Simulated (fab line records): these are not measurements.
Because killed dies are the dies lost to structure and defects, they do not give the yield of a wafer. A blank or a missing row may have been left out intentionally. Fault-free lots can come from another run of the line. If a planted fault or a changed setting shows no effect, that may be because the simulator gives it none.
Shared-tool check    flow gf180mcu    Sample size 10 lots and 30 wafers

== REASON FOR OPENING ==
At GF_PSD_TW_MEAS_11 the reading PSD_TW is flagged on 2 of 10 lots. No-fault wafers: 3189, standard deviation 16.
Rule: a lot is flagged when every wafer of it that has a number lies more than 4 standard deviations from that mean, or none has a number. The rest of the lots are taken to be sound.

lot   measured      on             PSD_TW, wafer by wafer  flag
L295  day 14 18:26  film metro-03  3217 3216 3199          
L297  day 15 21:08  film metro-02  3155 3161 3147          
L301  day 17 03:05  film metro-02  2997 2972 2985          FLAGGED
L303  day 17 13:38  film metro-02  2973 2989 2964          FLAGGED
L308  day 19 16:16  film metro-03  3181 3193 3191          
L311  day 20 17:59  film metro-04  3196 3183 3169          
L312  day 21 01:38  film metro-04  3201 3179 3207          
L313  day 21 13:34  film metro-02  3163 3162 3166          
L315  day 22 00:35  film metro-02  3160 3178 3174          
L316  day 22 11:15  film metro-03  3213 3212 3211          
Average over the flagged lots: 2980; offset from the usual -209, equal to -13 standard deviations.

== WHICH TOOL RAN EACH LOT ==
2 process steps preceding the reading are held in the record, out of 602 steps in the route. Each cell gives the tool, then ch followed by the chambers the sampled wafers passed through, then the start.
lot   flag     GF_PSD_IMPLANT_09                GF_PSD_STRIP_10
L295           implanter-03 ch 0, day 14 18:13  plasma asher-01 ch 0,1, day 14 18:20
L297           implanter-03 ch 0, day 15 20:53  plasma asher-04 ch 0,1, day 15 21:02
L301  FLAGGED  implanter-03 ch 0, day 17 02:50  plasma asher-04 ch 0,1, day 17 02:59
L303  FLAGGED  implanter-03 ch 0, day 17 13:25  plasma asher-04 ch 0,1, day 17 13:33
L308           implanter-04 ch 0, day 19 16:01  plasma asher-01 ch 0,1, day 19 16:10
L311           implanter-03 ch 0, day 20 17:44  plasma asher-01 ch 0,1, day 20 17:52
L312           implanter-04 ch 0, day 21 01:23  plasma asher-02 ch 0,1, day 21 01:32
L313           implanter-03 ch 0, day 21 13:19  plasma asher-02 ch 0,1, day 21 13:28
L315           implanter-03 ch 0, day 22 00:22  plasma asher-01 ch 0,1, day 22 00:30
L316           implanter-03 ch 0, day 22 11:02  plasma asher-04 ch 0,1, day 22 11:10
What these steps do:
- GF_PSD_IMPLANT_09
- GF_PSD_STRIP_10: strips in O2/N2.
- GF_PSD_TW_MEAS_11

== FLAGGED AGAINST TOTAL, ONE TOOL AT A TIME (gauges that did the reading follow at the end) ==
step               tool             lots run  flagged  share of the flagged lots  sound lots run after its first flagged lot
GF_PSD_IMPLANT_09  implanter-03     8         2        all                        4 (L311,L313,L315,L316)
GF_PSD_IMPLANT_09  implanter-04     2         0        none                       -
GF_PSD_STRIP_10    plasma asher-01  4         0        none                       -
GF_PSD_STRIP_10    plasma asher-02  2         0        none                       -
GF_PSD_STRIP_10    plasma asher-04  4         2        all                        1 (L316)
GF_PSD_TW_MEAS_11  film metro-02    5         2        all                        2 (L313,L315)
GF_PSD_TW_MEAS_11  film metro-03    3         0        none                       -
GF_PSD_TW_MEAS_11  film metro-04    2         0        none                       -

== THE TABLE: WHAT IT ALLOWS ==
In the table, 3 rows ran each flagged lot (implanter-03 at GF_PSD_IMPLANT_09; plasma asher-04 at GF_PSD_STRIP_10; film metro-02 at GF_PSD_TW_MEAS_11).
- implanter-03 at GF_PSD_IMPLANT_09: 2 of its 8 lots flagged. After the first flagged lot (L311, L313, L315, L316), sound lots still ran on it; a lasting fault on the whole tool would not permit that. Its own readings lie more than 4 standard deviations out on every wafer of the flagged lots: dose ions cm2, faraday current uA.
- plasma asher-04 at GF_PSD_STRIP_10: 2 of its 4 lots flagged. After the first flagged lot (L316), sound lots still ran on it; a lasting fault on the whole tool would not permit that. Its own readings lie more than 4 standard deviations out on every wafer of the flagged lots: strip time to endpoint s.
- film metro-02 at GF_PSD_TW_MEAS_11: 2 of its 5 lots flagged. After the first flagged lot (L313, L315), sound lots still ran on it; a lasting fault on the whole tool would not permit that.
Not one row of the table ran every flagged lot while running no sound lot after the first.

== WHAT HAD BEEN PUT IN BY THE SIMULATOR ==
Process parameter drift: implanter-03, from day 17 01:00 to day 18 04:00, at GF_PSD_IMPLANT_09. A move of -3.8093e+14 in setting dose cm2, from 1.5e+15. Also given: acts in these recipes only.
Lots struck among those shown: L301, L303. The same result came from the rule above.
